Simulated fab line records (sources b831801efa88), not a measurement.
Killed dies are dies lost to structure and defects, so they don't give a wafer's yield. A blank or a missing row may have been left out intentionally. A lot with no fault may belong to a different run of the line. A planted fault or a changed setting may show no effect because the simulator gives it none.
Check for tools in common | flow sky130 | 14 lots, 42 wafers sampled

## WHY THIS WAS OPENED
Of 14 lots, 2 have the reading VT_ADJUST_HVTP_TW flagged at SKY_VT_ADJUST_HVTP_TW_MEAS_11. Fault-free wafers read 1353, with a standard deviation of 11.
Rule: a lot is flagged in two cases, either no wafer of it has a number, or all its wafers with numbers fall more than 4 standard deviations from that mean. All remaining lots are regarded as sound.

lot  | measured     | on            | VT_ADJUST_HVTP_TW, wafer by wafer | flag
L991 | day 6 02:02  | film-metro-02 | 1343 1341 1336                    |
L994 | day 6 16:16  | film-metro-02 | 1346 1343 1343                    |
L997 | day 7 14:35  | film-metro-04 | 1371 1371 1372                    |
L999 | day 8 06:10  | film-metro-04 | 1371 1370 1363                    |
L101 | day 9 12:23  | film-metro-04 | 1367 1366 1358                    |
L104 | day 9 15:11  | film-metro-02 | 30 30 30                          | FLAGGED
L105 | day 10 00:19 | film-metro-02 | 30 30 30                          | FLAGGED
L106 | day 10 01:11 | film-metro-02 | 1347 1344 1346                    |
L109 | day 10 19:34 | film-metro-04 | 1368 1361 1354                    |
L108 | day 10 20:48 | film-metro-03 | 1344 1349 1346                    |
L110 | day 11 02:15 | film-metro-04 | 1365 1363 1359                    |
L112 | day 11 12:05 | film-metro-03 | 1356 1355 1362                    |
L113 | day 11 17:33 | film-metro-02 | 1338 1347 1339                    |
L114 | day 12 02:43 | film-metro-04 | 1365 1355 1362                    |
Averaged over the flagged lots the numbers come to 30, -1323 from the usual (-99 or more standard deviations).

## TOOL THAT RAN EACH LOT
3 process steps preceding the reading are held in the record, out of 708 steps in the route. In each cell: the tool, then ch and the chambers that the sampled wafers went through, then the start.
lot  | flag    | SKY_DNWELL_STRIP_08                 | SKY_NWELL_STRIP_25                   | SKY_VT_ADJUST_HVTP_STRIP_10
L991 |         | plasma-asher-01 ch 0,1, day 3 05:44 | plasma-asher-02 ch 0,1, day 5 08:08  | plasma-asher-04 ch 0,1, day 6 01:55
L994 |         | plasma-asher-02 ch 0,1, day 3 17:50 | plasma-asher-03 ch 0,1, day 5 20:50  | plasma-asher-02 ch 0,1, day 6 16:10
L997 |         | plasma-asher-02 ch 0,1, day 4 12:53 | plasma-asher-02 ch 0,1, day 6 18:05  | plasma-asher-01 ch 0,1, day 7 14:29
L999 |         | plasma-asher-01 ch 0,1, day 5 01:44 | plasma-asher-04 ch 0,1, day 7 09:17  | plasma-asher-02 ch 0,1, day 8 06:04
L101 |         | plasma-asher-02 ch 0,1, day 6 03:20 | plasma-asher-03 ch 0,1, day 8 14:40  | plasma-asher-04 ch 0,1, day 9 12:17
L104 | FLAGGED | plasma-asher-03 ch 0,1, day 6 05:59 | plasma-asher-02 ch 0,1, day 8 17:26  | plasma-asher-04 ch 0,1, day 9 15:05
L105 | FLAGGED | plasma-asher-03 ch 0,1, day 6 13:02 | plasma-asher-04 ch 0,1, day 9 02:35  | plasma-asher-04 ch 0,1, day 10 00:13
L106 |         | plasma-asher-01 ch 0,1, day 6 13:23 | plasma-asher-02 ch 0,1, day 9 02:56  | plasma-asher-04 ch 0,1, day 10 01:05
L109 |         | plasma-asher-01 ch 1, day 7 07:23   | plasma-asher-02 ch 0,1, day 9 20:44  | plasma-asher-02 ch 0,1, day 10 19:28
L108 |         | plasma-asher-03 ch 1, day 7 07:28   | plasma-asher-03 ch 0,1, day 9 21:35  | plasma-asher-04 ch 0,1, day 10 20:41
L110 |         | plasma-asher-01 ch 0,1, day 7 12:52 | plasma-asher-03 ch 0,1, day 10 02:38 | plasma-asher-01 ch 0,1, day 11 02:10
L112 |         | plasma-asher-02 ch 0,1, day 7 19:55 | plasma-asher-04 ch 0, day 10 11:56   | plasma-asher-04 ch 0,1, day 11 11:59
L113 |         | plasma-asher-01 ch 0,1, day 8 02:08 | plasma-asher-04 ch 1, day 10 17:51   | plasma-asher-02 ch 0,1, day 11 17:26
L114 |         | plasma-asher-02 ch 0,1, day 8 08:23 | plasma-asher-04 ch 0,1, day 11 01:26 | plasma-asher-02 ch 0,1, day 12 02:37
What is done by these steps:
- SKY_DNWELL_STRIP_08: strips in O2/N2.
- SKY_NWELL_STRIP_25: strips in O2/N2.
- SKY_VT_ADJUST_HVTP_STRIP_10: strips in O2/N2.
- SKY_VT_ADJUST_HVTP_TW_MEAS_11

## FLAGGED OVER TOTAL, TOOL BY TOOL (the gauges that took the reading come last)
step                          | tool            | lots run | flagged | share of the flagged lots | sound lots run after its first flagged lot
SKY_DNWELL_STRIP_08           | plasma-asher-01 | 6        | 0       | none                      | -
SKY_DNWELL_STRIP_08           | plasma-asher-02 | 5        | 0       | none                      | -
SKY_DNWELL_STRIP_08           | plasma-asher-03 | 3        | 2       | all                       | 1 (L108)
SKY_NWELL_STRIP_25            | plasma-asher-02 | 5        | 1       | some                      | 2 (L106,L109)
SKY_NWELL_STRIP_25            | plasma-asher-03 | 4        | 0       | none                      | -
SKY_NWELL_STRIP_25            | plasma-asher-04 | 5        | 1       | some                      | 3 (L112,L113,L114)
SKY_VT_ADJUST_HVTP_STRIP_10   | plasma-asher-01 | 2        | 0       | none                      | -
SKY_VT_ADJUST_HVTP_STRIP_10   | plasma-asher-02 | 5        | 0       | none                      | -
SKY_VT_ADJUST_HVTP_STRIP_10   | plasma-asher-04 | 7        | 2       | all                       | 3 (L106,L108,L112)
SKY_VT_ADJUST_HVTP_TW_MEAS_11 | film-metro-02   | 6        | 2       | all                       | 2 (L106,L113)
SKY_VT_ADJUST_HVTP_TW_MEAS_11 | film-metro-03   | 2        | 0       | none                      | -
SKY_VT_ADJUST_HVTP_TW_MEAS_11 | film-metro-04   | 6        | 0       | none                      | -

## THE TABLE: WHAT IT ALLOWS
plasma-asher-03 at SKY_DNWELL_STRIP_08, plasma-asher-04 at SKY_VT_ADJUST_HVTP_STRIP_10 and film-metro-02 at SKY_VT_ADJUST_HVTP_TW_MEAS_11: these 3 rows of the table ran every flagged lot.
- plasma-asher-03 at SKY_DNWELL_STRIP_08: 2 of its 3 lots flagged. Sound lots ran on it after the first flagged one (L108), which a lasting fault on the whole tool wouldn't allow.
- plasma-asher-04 at SKY_VT_ADJUST_HVTP_STRIP_10: 2 of its 7 lots flagged. Sound lots ran on it after the first flagged one (L106, L108, L112), which a lasting fault on the whole tool wouldn't allow. Its own readings lie more than 4 standard deviations out on every wafer of the flagged lots: strip-time-to-endpoint-s.
- film-metro-02 at SKY_VT_ADJUST_HVTP_TW_MEAS_11: 2 of its 6 lots flagged. Sound lots ran on it after the first flagged one (L106, L113), which a lasting fault on the whole tool wouldn't allow.
Every row of the table either missed a flagged lot or ran a sound lot after the first.

## WHAT THE SIMULATOR HAD INSERTED
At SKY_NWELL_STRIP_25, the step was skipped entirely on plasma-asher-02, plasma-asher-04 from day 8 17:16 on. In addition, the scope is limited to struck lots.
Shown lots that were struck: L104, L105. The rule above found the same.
